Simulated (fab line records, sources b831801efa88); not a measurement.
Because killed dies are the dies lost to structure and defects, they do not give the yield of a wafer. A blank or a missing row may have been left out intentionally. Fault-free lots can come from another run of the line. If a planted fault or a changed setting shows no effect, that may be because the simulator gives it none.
Matching of chambers ; flow sky130 ; SKY_VIA2_CMP_24 on cmp-01 has 4 sister chambers
The step polishes, stops on SiO2, t overpolish 20 s, target thk 0 nm. 4 wafers are shown with their chamber, then 12 later ones without.

WAFERS PAIRED WITH THEIR CHAMBERS
wafer;chamber;motor current A (A)
L087.4;0;9.3
L090.2;3;12.3
L090.3;1;11.1
L090.4;2;11.2

WAFERS MISSING THEIR CHAMBER
wafer;motor current A (A)
L091.1;9.7
L091.2;11.4
L091.5;11.2
L094.1;10.6
L094.3;9.9
L094.4;12.7
L096.3;10.0
L096.4;11.7
L096.5;10.6
L095.2;9.2
L095.3;12.3
L095.4;10.5

CHAMBER TAKEN BY EACH
wafer;from the rows above;in truth
L091.1;0;0
L091.2;can't be placed: 2 or 1 or 3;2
L091.5;can't be placed: 2 or 1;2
L094.1;can't be placed: 1 or 2 or 0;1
L094.3;can't be placed: 0 or 1 or 2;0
L094.4;3;3
L096.3;can't be placed: 0 or 1 or 2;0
L096.4;can't be placed: 2 or 1 or 3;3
L096.5;can't be placed: 1 or 2 or 0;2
L095.2;0;0
L095.3;3;3
L095.4;can't be placed: 1 or 2 or 0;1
Correctly placed: 4 of 12. From these rows, 8 cannot be placed; in 8 the true chamber is one of the candidates. Wrongly placed: 0.
How it was worked out, from the rows above alone: a wafer's distance from a chamber is the root of the sum, over the readings, of the square of ((its reading less the chamber's mean) divided by the reading's scatter). The wafer belongs to the nearest chamber; if the next one is less than 2 further off, it can't be placed. For every chamber, the mean is computed from those of its wafers that are shown. The scatter (one wafer shown for each chamber): square how far every hidden wafer sits from the nearest shown wafer, average those squares and take the square root.
